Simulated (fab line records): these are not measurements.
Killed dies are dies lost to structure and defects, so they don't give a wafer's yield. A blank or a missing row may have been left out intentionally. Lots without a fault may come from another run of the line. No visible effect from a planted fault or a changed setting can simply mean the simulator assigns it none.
What tool caused it? || flow sky130 || Sampling: 13 lots, 39 wafers, 5 of 708 route steps

## WHAT THE GAUGES SHOWED, per wafer
SKY_FIELD_ISO_THK_MEAS_25.
{"lot": "L578", "measured": "day 2 13:13", "on": "filmMetro-03", "FIELD_ISO_CVD_24_THK (nm)": "590 593 590"}
{"lot": "L580", "measured": "day 2 23:57", "on": "filmMetro-02", "FIELD_ISO_CVD_24_THK (nm)": "599 590 594"}
{"lot": "L581", "measured": "day 3 06:16", "on": "filmMetro-02", "FIELD_ISO_CVD_24_THK (nm)": "605 589 598"}
{"lot": "L582", "measured": "day 3 12:10", "on": "filmMetro-02", "FIELD_ISO_CVD_24_THK (nm)": "603 597 602"}
{"lot": "L586", "measured": "day 4 06:13", "on": "filmMetro-02", "FIELD_ISO_CVD_24_THK (nm)": "599 599 592"}
{"lot": "L587", "measured": "day 4 11:55", "on": "filmMetro-01", "FIELD_ISO_CVD_24_THK (nm)": "588 587 591"}
{"lot": "L588", "measured": "day 4 17:37", "on": "filmMetro-01", "FIELD_ISO_CVD_24_THK (nm)": "593 587 599"}
{"lot": "L589", "measured": "day 4 23:17", "on": "filmMetro-03", "FIELD_ISO_CVD_24_THK (nm)": "591 591 589"}
{"lot": "L591", "measured": "day 5 09:08", "on": "filmMetro-01", "FIELD_ISO_CVD_24_THK (nm)": "595 599 591"}
{"lot": "L593", "measured": "day 6 00:18", "on": "filmMetro-02", "FIELD_ISO_CVD_24_THK (nm)": "594 597 595"}
{"lot": "L596", "measured": "day 6 12:38", "on": "filmMetro-02", "FIELD_ISO_CVD_24_THK (nm)": "593 591 594"}
{"lot": "L597", "measured": "day 6 20:56", "on": "filmMetro-03", "FIELD_ISO_CVD_24_THK (nm)": "587 594 585"}
{"lot": "L600", "measured": "day 8 14:56", "on": "filmMetro-02", "FIELD_ISO_CVD_24_THK (nm)": "593 582 591"}

SKY_NWELL_RS_MEAS_29: uses a four-point probe to measure.
{"lot": "L578", "measured": "day 5 14:46", "on": "filmMetro-04", "NWELL_RS (ohm/sq)": "627.1 627.7 627.3"}
{"lot": "L580", "measured": "day 6 02:28", "on": "filmMetro-03", "NWELL_RS (ohm/sq)": "626.9 626.2 625.3"}
{"lot": "L581", "measured": "day 6 11:43", "on": "filmMetro-03", "NWELL_RS (ohm/sq)": "623.4 623.0 623.0"}
{"lot": "L582", "measured": "day 6 16:28", "on": "filmMetro-02", "NWELL_RS (ohm/sq)": "625.8 624.3 624.5"}
{"lot": "L586", "measured": "day 7 11:38", "on": "filmMetro-04", "NWELL_RS (ohm/sq)": "627.6 626.6 628.7"}
{"lot": "L587", "measured": "day 7 14:35", "on": "filmMetro-02", "NWELL_RS (ohm/sq)": "615.0 616.6 616.9"}
{"lot": "L588", "measured": "day 7 23:02", "on": "filmMetro-02", "NWELL_RS (ohm/sq)": "623.9 624.6 625.5"}
{"lot": "L589", "measured": "day 8 06:00", "on": "filmMetro-03", "NWELL_RS (ohm/sq)": "616.5 617.2 615.4"}
{"lot": "L591", "measured": "day 8 15:29", "on": "filmMetro-02", "NWELL_RS (ohm/sq)": "625.8 627.9 624.8"}
{"lot": "L593", "measured": "day 9 22:49", "on": "filmMetro-02", "NWELL_RS (ohm/sq)": "625.4 624.9 624.1"}
{"lot": "L596", "measured": "day 10 10:31", "on": "filmMetro-02", "NWELL_RS (ohm/sq)": "624.4 624.3 623.9"}
{"lot": "L597", "measured": "day 10 21:23", "on": "filmMetro-03", "NWELL_RS (ohm/sq)": "621.7 624.1 623.9"}
{"lot": "L600", "measured": "day 12 13:48", "on": "filmMetro-04", "NWELL_RS (ohm/sq)": "624.1 625.4 626.6"}

SKY_SONOS_ONO_THK_MEAS_03.
{"lot": "L578", "measured": "day 11 16:52", "on": "filmMetro-02", "SONOS_ONO_CVD_02_THK (nm)": "10.75 10.56 10.61"}
{"lot": "L580", "measured": "day 12 08:01", "on": "filmMetro-01", "SONOS_ONO_CVD_02_THK (nm)": "10.48 10.75 10.69"}
{"lot": "L581", "measured": "day 12 17:15", "on": "filmMetro-01", "SONOS_ONO_CVD_02_THK (nm)": "10.74 10.73 10.77"}
{"lot": "L582", "measured": "day 13 01:32", "on": "filmMetro-01", "SONOS_ONO_CVD_02_THK (nm)": "10.48 10.43 10.37"}
{"lot": "L586", "measured": "day 14 05:49", "on": "filmMetro-03", "SONOS_ONO_CVD_02_THK (nm)": "10.68 10.73 10.69"}
{"lot": "L587", "measured": "day 14 14:07", "on": "filmMetro-03", "SONOS_ONO_CVD_02_THK (nm)": "10.54 10.56 10.41"}
{"lot": "L588", "measured": "day 14 22:32", "on": "filmMetro-03", "SONOS_ONO_CVD_02_THK (nm)": "10.53 10.58 10.44"}
{"lot": "L589", "measured": "day 15 08:01", "on": "filmMetro-03", "SONOS_ONO_CVD_02_THK (nm)": "10.55 10.46 10.46"}
{"lot": "L591", "measured": "day 15 20:31", "on": "filmMetro-02", "SONOS_ONO_CVD_02_THK (nm)": "10.53 10.35 10.30"}
{"lot": "L593", "measured": "day 17 13:20", "on": "filmMetro-02", "SONOS_ONO_CVD_02_THK (nm)": "10.43 10.30 10.39"}
{"lot": "L596", "measured": "day 18 09:09", "on": "filmMetro-02", "SONOS_ONO_CVD_02_THK (nm)": "10.48 10.62 10.56"}
{"lot": "L597", "measured": "day 19 00:28", "on": "filmMetro-03", "SONOS_ONO_CVD_02_THK (nm)": "10.73 10.51 10.60"}
{"lot": "L600", "measured": "day 21 02:47", "on": "filmMetro-01", "SONOS_ONO_CVD_02_THK (nm)": "10.28 10.25 10.22"}

SKY_RES_PROTECT_TW_MEAS_08.
{"lot": "L578", "measured": "day 15 02:52", "on": "filmMetro-01", "POLY_GATE_TW": "4012 4004 4021"}
{"lot": "L580", "measured": "day 15 20:16", "on": "filmMetro-02", "POLY_GATE_TW": "4050 4037 4050"}
{"lot": "L581", "measured": "day 16 07:58", "on": "filmMetro-01", "POLY_GATE_TW": "4021 4035 4039"}
{"lot": "L582", "measured": "day 16 18:53", "on": "filmMetro-04", "POLY_GATE_TW": "4055 4066 4063"}
{"lot": "L586", "measured": "day 18 02:35", "on": "filmMetro-01", "POLY_GATE_TW": "3990 4037 4013"}
{"lot": "L587", "measured": "day 18 10:15", "on": "filmMetro-01", "POLY_GATE_TW": "3998 4018 4016"}
{"lot": "L588", "measured": "day 18 21:27", "on": "filmMetro-02", "POLY_GATE_TW": "4025 4051 4052"}
{"lot": "L589", "measured": "day 19 04:16", "on": "filmMetro-04", "POLY_GATE_TW": "4055 4046 4053"}
{"lot": "L591", "measured": "day 19 21:35", "on": "filmMetro-02", "POLY_GATE_TW": "4069 4057 4053"}
{"lot": "L593", "measured": "day 21 17:07", "on": "filmMetro-02", "POLY_GATE_TW": "4069 4062 4056"}
{"lot": "L596", "measured": "day 22 11:07", "on": "filmMetro-01", "POLY_GATE_TW": "4035 4024 4031"}
{"lot": "L597", "measured": "day 23 02:20", "on": "filmMetro-01", "POLY_GATE_TW": "4028 4027 4006"}
{"lot": "L600", "measured": "day 25 04:53", "on": "filmMetro-01", "POLY_GATE_TW": "4034 4023 4026"}

## WHAT TOOL EACH LOT RAN ON (gives the tool, then ch and the chambers of the sampled wafers, and finally the start)
{"lot": "L578", "SKY_NWELL_IMPLANT_13": "implanter-03 ch 0, day 4 20:23"}
{"lot": "L580", "SKY_NWELL_IMPLANT_13": "implanter-01 ch 0, day 5 07:03"}
{"lot": "L581", "SKY_NWELL_IMPLANT_13": "implanter-01 ch 0, day 5 16:15"}
{"lot": "L582", "SKY_NWELL_IMPLANT_13": "implanter-02 ch 0, day 5 21:32"}
{"lot": "L586", "SKY_NWELL_IMPLANT_13": "implanter-03 ch 0, day 6 18:32"}
{"lot": "L587", "SKY_NWELL_IMPLANT_13": "implanter-02 ch 0, day 6 21:53"}
{"lot": "L588", "SKY_NWELL_IMPLANT_13": "implanter-03 ch 0, day 7 06:04"}
{"lot": "L589", "SKY_NWELL_IMPLANT_13": "implanter-02 ch 0, day 7 09:57"}
{"lot": "L591", "SKY_NWELL_IMPLANT_13": "implanter-03 ch 0, day 7 17:35"}
{"lot": "L593", "SKY_NWELL_IMPLANT_13": "implanter-03 ch 0, day 9 00:35"}
{"lot": "L596", "SKY_NWELL_IMPLANT_13": "implanter-03 ch 0, day 9 12:12"}
{"lot": "L597", "SKY_NWELL_IMPLANT_13": "implanter-03 ch 0, day 9 23:11"}
{"lot": "L600", "SKY_NWELL_IMPLANT_13": "implanter-01 ch 0, day 11 13:51"}
- SKY_NWELL_IMPLANT_13

## WHAT THE TOOLS THEMSELVES READ (means of the sampled wafers that have a number; where no wafer has one, the mark that the record gives instead)
SKY_NWELL_IMPLANT_13.
{"lot": "L578", "tool": "implanter-03", "beamOnS (s)": 10.16, "doseIonsCm2": 7.006e+11, "endStationPressureTorr (Torr)": 5e-06, "faradayCurrentUA": 3.87}
{"lot": "L580", "tool": "implanter-01", "beamOnS (s)": 9.88, "doseIonsCm2": 6.998e+11, "endStationPressureTorr (Torr)": 5e-06, "faradayCurrentUA": 4.00}
{"lot": "L581", "tool": "implanter-01", "beamOnS (s)": 9.95, "doseIonsCm2": 7.000e+11, "endStationPressureTorr (Torr)": 5e-06, "faradayCurrentUA": 3.97}
{"lot": "L582", "tool": "implanter-02", "beamOnS (s)": 9.95, "doseIonsCm2": 7.001e+11, "endStationPressureTorr (Torr)": 5e-06, "faradayCurrentUA": 3.98}
{"lot": "L586", "tool": "implanter-03", "beamOnS (s)": 9.95, "doseIonsCm2": 6.988e+11, "endStationPressureTorr (Torr)": 5e-06, "faradayCurrentUA": 3.97}
{"lot": "L587", "tool": "implanter-02", "beamOnS (s)": 10.15, "doseIonsCm2": 9.167e+11, "endStationPressureTorr (Torr)": 5e-06, "faradayCurrentUA": 5.08}
{"lot": "L588", "tool": "implanter-03", "beamOnS (s)": 10.00, "doseIonsCm2": 6.997e+11, "endStationPressureTorr (Torr)": 5e-06, "faradayCurrentUA": 3.94}
{"lot": "L589", "tool": "implanter-02", "beamOnS (s)": 10.11, "doseIonsCm2": 9.152e+11, "endStationPressureTorr (Torr)": 5e-06, "faradayCurrentUA": 5.12}
{"lot": "L591", "tool": "implanter-03", "beamOnS (s)": 10.00, "doseIonsCm2": 7.003e+11, "endStationPressureTorr (Torr)": 5e-06, "faradayCurrentUA": 3.96}
{"lot": "L593", "tool": "implanter-03", "beamOnS (s)": 9.83, "doseIonsCm2": 6.997e+11, "endStationPressureTorr (Torr)": 5e-06, "faradayCurrentUA": 4.02}
{"lot": "L596", "tool": "implanter-03", "beamOnS (s)": 9.99, "doseIonsCm2": 7.005e+11, "endStationPressureTorr (Torr)": 5e-06, "faradayCurrentUA": 3.96}
{"lot": "L597", "tool": "implanter-03", "beamOnS (s)": 10.02, "doseIonsCm2": 7.008e+11, "endStationPressureTorr (Torr)": 5e-06, "faradayCurrentUA": 3.94}
{"lot": "L600", "tool": "implanter-01", "beamOnS (s)": 10.07, "doseIonsCm2": 7.003e+11, "endStationPressureTorr (Torr)": 5e-06, "faradayCurrentUA": 3.93}

## THE ANSWER, worked out from the rows above alone
Rule: the lots themselves supply what counts as usual. Put in order of their means at a reading, lots are off if they are a third of the lots or fewer, leave a main group of 4 or more, and stand apart from it by a gap of 3 or more times the standard deviation of the main group's means; of several such gaps the widest counts. Not used: any main group whose means are identical at the precision the tables above print for the reading. A lot without any number at a reading at which 4 lots or more have one is off too. Where the step has rows for the other lots, those lots are counted as sound. After the gauges, taken in route order, come the tools' own readings; for these a lot's mean is taken, as printed above. At the first step where some lot is off, the reading lying furthest off is the one used; lots without a number count as furthest.
Off: at SKY_NWELL_RS_MEAS_29 (NWELL_RS), L587, L589. For the main group the mean is 625.2 ohm/sq and the standard deviation 1.4.
A tool fits if, at a process step before that reading, it ran every lot that is off, and no sound lot after the first of them. The gauges at SKY_NWELL_RS_MEAS_29 aren't tried: what is off there is off at SKY_NWELL_IMPLANT_13 too, on other tools, and a gauge's error can't cause that. One fits: implanter-02 at SKY_NWELL_IMPLANT_13. A fault onset in the window from L582 (day 5 21:32, its last sound lot) to L587 (day 6 21:53, its first lot off) fits.
The tool's own readings at SKY_NWELL_IMPLANT_13 bear it out: on the lots that are off they differ by more than 5 times the standard deviation of the sound lots' means. doseIonsCm2 reads 9.160e+11 there against 7.001e+11 on the sound lots; faradayCurrentUA reads 5.10 there against 3.96 on the sound lots.

## WHAT THE SIMULATOR HAD INSERTED
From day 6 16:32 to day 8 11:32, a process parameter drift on implanter-02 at SKY_NWELL_IMPLANT_13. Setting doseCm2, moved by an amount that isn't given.
Shown lots that were struck: L587, L589. The rule above found the same.
